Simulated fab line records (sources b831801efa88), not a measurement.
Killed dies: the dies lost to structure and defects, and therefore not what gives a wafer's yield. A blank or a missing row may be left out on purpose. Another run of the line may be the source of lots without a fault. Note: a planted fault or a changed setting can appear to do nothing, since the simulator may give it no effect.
What tool caused it? || flow gf180mcu || 41 wafers from 14 lots sampled at 4 of the route's 602 steps

## WHAT THE GAUGES SHOWED, per wafer
GF_HV_LDD_OVL_MEAS_47. Usual: HV_LDD_03_OVL gives 0.3 nm (standard deviation 1.5).
{"lot": "L241", "measured": "day 12 10:29", "on": "overlay-01", "HV_LDD_03_OVL (nm)": "-0.1 -1.1 -2.8", "flag": ""}
{"lot": "L242", "measured": "day 12 12:47", "on": "overlay-01", "HV_LDD_03_OVL (nm)": "0.4 0.1 -1.3", "flag": ""}
{"lot": "L243", "measured": "day 12 17:41", "on": "overlay-02", "HV_LDD_03_OVL (nm)": "-2.0 0.5 -0.6", "flag": ""}
{"lot": "L244", "measured": "day 13 07:02", "on": "overlay-01", "HV_LDD_03_OVL (nm)": "2.2 4.1 1.6", "flag": ""}
{"lot": "L246", "measured": "day 14 00:26", "on": "overlay-02", "HV_LDD_03_OVL (nm)": "-0.1 0.4 1.0", "flag": ""}
{"lot": "L248", "measured": "day 14 19:05", "on": "overlay-01", "HV_LDD_03_OVL (nm)": "1.2 1.4 -0.7", "flag": ""}
{"lot": "L249", "measured": "day 15 00:59", "on": "overlay-02", "HV_LDD_03_OVL (nm)": "0.2 1.4 0.4", "flag": ""}
{"lot": "L250", "measured": "day 15 07:43", "on": "overlay-02", "HV_LDD_03_OVL (nm)": "-2.3 0.5 -0.7", "flag": ""}
{"lot": "L251", "measured": "day 15 17:59", "on": "overlay-01", "HV_LDD_03_OVL (nm)": "-0.6 0.0 -0.7", "flag": ""}
{"lot": "L252", "measured": "day 16 01:41", "on": "overlay-01", "HV_LDD_03_OVL (nm)": "2.6 0.7 4.0", "flag": ""}
{"lot": "L255", "measured": "day 16 22:40", "on": "overlay-02", "HV_LDD_03_OVL (nm)": "3.1 3.5", "flag": ""}
{"lot": "L261", "measured": "day 19 13:40", "on": "overlay-01", "HV_LDD_03_OVL (nm)": "-0.2 1.8 0.7", "flag": ""}
{"lot": "L263", "measured": "day 19 23:02", "on": "overlay-02", "HV_LDD_03_OVL (nm)": "1.3 1.8 0.0", "flag": ""}
{"lot": "L264", "measured": "day 20 07:14", "on": "overlay-01", "HV_LDD_03_OVL (nm)": "0.5 0.9 0.1", "flag": ""}

GF_SALICIDE_RS_MEAS_04: uses a four-point probe to measure. Usual: SALICIDE_TIN_RS gives 16.4 ohm/sq (standard deviation 0.34).
{"lot": "L241", "measured": "day 15 03:58", "on": "filmMetro-01", "SALICIDE_TIN_RS (ohm/sq)": "16.0 16.0 16.1", "flag": ""}
{"lot": "L242", "measured": "day 15 08:20", "on": "filmMetro-03", "SALICIDE_TIN_RS (ohm/sq)": "16.2 16.1 16.2", "flag": ""}
{"lot": "L243", "measured": "day 15 12:30", "on": "filmMetro-03", "SALICIDE_TIN_RS (ohm/sq)": "16.3 16.1 16.3", "flag": ""}
{"lot": "L244", "measured": "day 16 03:19", "on": "filmMetro-01", "SALICIDE_TIN_RS (ohm/sq)": "16.8 16.7 16.2", "flag": ""}
{"lot": "L246", "measured": "day 16 22:32", "on": "filmMetro-01", "SALICIDE_TIN_RS (ohm/sq)": "16.7 16.8 16.5", "flag": ""}
{"lot": "L248", "measured": "day 17 18:54", "on": "filmMetro-01", "SALICIDE_TIN_RS (ohm/sq)": "15.9 16.3 15.9", "flag": ""}
{"lot": "L249", "measured": "day 18 01:09", "on": "filmMetro-01", "SALICIDE_TIN_RS (ohm/sq)": "15.8 15.8 15.7", "flag": ""}
{"lot": "L250", "measured": "day 18 10:04", "on": "filmMetro-03", "SALICIDE_TIN_RS (ohm/sq)": "16.2 16.2 16.2", "flag": ""}
{"lot": "L251", "measured": "day 18 20:22", "on": "filmMetro-03", "SALICIDE_TIN_RS (ohm/sq)": "16.0 16.1 15.9", "flag": ""}
{"lot": "L252", "measured": "day 19 06:32", "on": "filmMetro-03", "SALICIDE_TIN_RS (ohm/sq)": "11.1 16.0 15.9", "flag": "OFF"}
{"lot": "L255", "measured": "day 20 03:30", "on": "filmMetro-03", "SALICIDE_TIN_RS (ohm/sq)": "16.3 11.2", "flag": "OFF"}
{"lot": "L261", "measured": "day 22 17:54", "on": "filmMetro-03", "SALICIDE_TIN_RS (ohm/sq)": "16.4 16.2 16.4", "flag": ""}
{"lot": "L263", "measured": "day 23 02:19", "on": "filmMetro-02", "SALICIDE_TIN_RS (ohm/sq)": "16.1 16.1 16.2", "flag": ""}
{"lot": "L264", "measured": "day 23 09:55", "on": "filmMetro-01", "SALICIDE_TIN_RS (ohm/sq)": "16.8 16.9 16.9", "flag": ""}

## WHAT TOOL EACH LOT RAN ON (gives the tool, then ch and the chambers of the sampled wafers, and finally the start)
{"lot": "L241", "GF_HV_LDD_RTA_52": "rtpAnneal-01 ch 0, day 12 10:53", "GF_SALICIDE_SPUTTER_02": "pvdSputter-03, day 15 03:55"}
{"lot": "L242", "GF_HV_LDD_RTA_52": "rtpAnneal-01 ch 0, day 12 13:11", "GF_SALICIDE_SPUTTER_02": "pvdSputter-04, day 15 08:16"}
{"lot": "L243", "GF_HV_LDD_RTA_52": "rtpAnneal-02 ch 0, day 12 18:06", "GF_SALICIDE_SPUTTER_02": "pvdSputter-03, day 15 12:25"}
{"lot": "L244", "GF_HV_LDD_RTA_52": "rtpAnneal-01 ch 0, day 13 07:27", "GF_SALICIDE_SPUTTER_02": "pvdSputter-01, day 16 03:13"}
{"lot": "L246", "GF_HV_LDD_RTA_52": "rtpAnneal-01 ch 0, day 14 00:50", "GF_SALICIDE_SPUTTER_02": "pvdSputter-01, day 16 22:28"}
{"lot": "L248", "GF_HV_LDD_RTA_52": "rtpAnneal-02 ch 0, day 14 19:30", "GF_SALICIDE_SPUTTER_02": "pvdSputter-04, day 17 18:48"}
{"lot": "L249", "GF_HV_LDD_RTA_52": "rtpAnneal-01 ch 0, day 15 01:24", "GF_SALICIDE_SPUTTER_02": "pvdSputter-01, day 18 01:03"}
{"lot": "L250", "GF_HV_LDD_RTA_52": "rtpAnneal-02 ch 0, day 15 08:07", "GF_SALICIDE_SPUTTER_02": "pvdSputter-03, day 18 10:00"}
{"lot": "L251", "GF_HV_LDD_RTA_52": "rtpAnneal-01 ch 0, day 15 18:23", "GF_SALICIDE_SPUTTER_02": "pvdSputter-03, day 18 20:19"}
{"lot": "L252", "GF_HV_LDD_RTA_52": "rtpAnneal-01 ch 0, day 16 02:05", "GF_SALICIDE_SPUTTER_02": "pvdSputter-03, day 19 06:27"}
{"lot": "L255", "GF_HV_LDD_RTA_52": "rtpAnneal-02 ch 0, day 16 23:05", "GF_SALICIDE_SPUTTER_02": "pvdSputter-03, day 20 03:25"}
{"lot": "L261", "GF_HV_LDD_RTA_52": "rtpAnneal-01 ch 0, day 19 14:04", "GF_SALICIDE_SPUTTER_02": "pvdSputter-01, day 22 17:51"}
{"lot": "L263", "GF_HV_LDD_RTA_52": "rtpAnneal-01 ch 0, day 19 23:26", "GF_SALICIDE_SPUTTER_02": "pvdSputter-03, day 23 02:16"}
{"lot": "L264", "GF_HV_LDD_RTA_52": "rtpAnneal-01 ch 0, day 20 07:38", "GF_SALICIDE_SPUTTER_02": "pvdSputter-04, day 23 09:51"}
- GF_HV_LDD_RTA_52: time 10 s.
- GF_SALICIDE_SPUTTER_02: material Co, target thk 10 nm, time 20 s.

## WHAT THE TOOLS THEMSELVES READ (means of the sampled wafers that have a number; where no wafer has one, the mark that the record gives instead)
GF_HV_LDD_RTA_52. Usual: lampPowerPct 33.9 %, standard deviation 1.3; wafer_temp_C_max 1004.6, standard deviation 1.2.
{"lot": "L241", "tool": "rtpAnneal-01", "lampPowerPct (%)": 32.9, "wafer_temp_C_max": 1005.1, "flag": ""}
{"lot": "L242", "tool": "rtpAnneal-01", "lampPowerPct (%)": 32.9, "wafer_temp_C_max": 1005.4, "flag": ""}
{"lot": "L243", "tool": "rtpAnneal-02", "lampPowerPct (%)": 35.6, "wafer_temp_C_max": 1004.5, "flag": ""}
{"lot": "L244", "tool": "rtpAnneal-01", "lampPowerPct (%)": 32.8, "wafer_temp_C_max": 1005.0, "flag": ""}
{"lot": "L246", "tool": "rtpAnneal-01", "lampPowerPct (%)": 32.9, "wafer_temp_C_max": 1004.5, "flag": ""}
{"lot": "L248", "tool": "rtpAnneal-02", "lampPowerPct (%)": 35.5, "wafer_temp_C_max": 1003.0, "flag": ""}
{"lot": "L249", "tool": "rtpAnneal-01", "lampPowerPct (%)": 32.9, "wafer_temp_C_max": 1005.8, "flag": ""}
{"lot": "L250", "tool": "rtpAnneal-02", "lampPowerPct (%)": 35.6, "wafer_temp_C_max": 1003.8, "flag": ""}
{"lot": "L251", "tool": "rtpAnneal-01", "lampPowerPct (%)": 32.8, "wafer_temp_C_max": 1005.6, "flag": ""}
{"lot": "L252", "tool": "rtpAnneal-01", "lampPowerPct (%)": 32.9, "wafer_temp_C_max": 1005.6, "flag": ""}
{"lot": "L255", "tool": "rtpAnneal-02", "lampPowerPct (%)": 35.5, "wafer_temp_C_max": 1004.1, "flag": ""}
{"lot": "L261", "tool": "rtpAnneal-01", "lampPowerPct (%)": 32.9, "wafer_temp_C_max": 1006.6, "flag": ""}
{"lot": "L263", "tool": "rtpAnneal-01", "lampPowerPct (%)": 32.9, "wafer_temp_C_max": 1004.8, "flag": ""}
{"lot": "L264", "tool": "rtpAnneal-01", "lampPowerPct (%)": 32.8, "wafer_temp_C_max": 1006.0, "flag": ""}

GF_SALICIDE_SPUTTER_02. Usual: throttleValvePct at 29.6 %, with a standard deviation of 1.1.
{"lot": "L241", "tool": "pvdSputter-03", "throttleValvePct (%)": 30.0, "flag": ""}
{"lot": "L242", "tool": "pvdSputter-04", "throttleValvePct (%)": 30.8, "flag": ""}
{"lot": "L243", "tool": "pvdSputter-03", "throttleValvePct (%)": 29.7, "flag": ""}
{"lot": "L244", "tool": "pvdSputter-01", "throttleValvePct (%)": 28.9, "flag": ""}
{"lot": "L246", "tool": "pvdSputter-01", "throttleValvePct (%)": 29.0, "flag": ""}
{"lot": "L248", "tool": "pvdSputter-04", "throttleValvePct (%)": 30.3, "flag": ""}
{"lot": "L249", "tool": "pvdSputter-01", "throttleValvePct (%)": 28.3, "flag": ""}
{"lot": "L250", "tool": "pvdSputter-03", "throttleValvePct (%)": 29.2, "flag": ""}
{"lot": "L251", "tool": "pvdSputter-03", "throttleValvePct (%)": 29.8, "flag": ""}
{"lot": "L252", "tool": "pvdSputter-03", "throttleValvePct (%)": 29.3, "flag": ""}
{"lot": "L255", "tool": "pvdSputter-03", "throttleValvePct (%)": 29.0, "flag": ""}
{"lot": "L261", "tool": "pvdSputter-01", "throttleValvePct (%)": 28.9, "flag": ""}
{"lot": "L263", "tool": "pvdSputter-03", "throttleValvePct (%)": 29.2, "flag": ""}
{"lot": "L264", "tool": "pvdSputter-04", "throttleValvePct (%)": 30.1, "flag": ""}

## THE ANSWER, worked out from the rows above alone
Rule: a lot counts as off when the mean over its wafers that have a number is more than 3 standard deviations away from the usual mean. Also off: a lot with no number at a reading for which 4 or more lots have one. The other lots that the step has rows for count as sound. First the gauges in route order, then the tools' own readings, where a lot's mean is used as printed above. At the first step where some lot is off, the reading lying furthest off is the one used; lots without a number count as furthest.
Off: at GF_SALICIDE_RS_MEAS_04 (SALICIDE_TIN_RS), L252, L255.
If a tool, at a process step before that reading, ran all the lots that are off and no sound lot after the first of them, it fits. Those tools and the gauges at GF_SALICIDE_RS_MEAS_04 are tried in the same way. None of those tried fits.

## WHAT HAD BEEN PUT IN BY THE SIMULATOR
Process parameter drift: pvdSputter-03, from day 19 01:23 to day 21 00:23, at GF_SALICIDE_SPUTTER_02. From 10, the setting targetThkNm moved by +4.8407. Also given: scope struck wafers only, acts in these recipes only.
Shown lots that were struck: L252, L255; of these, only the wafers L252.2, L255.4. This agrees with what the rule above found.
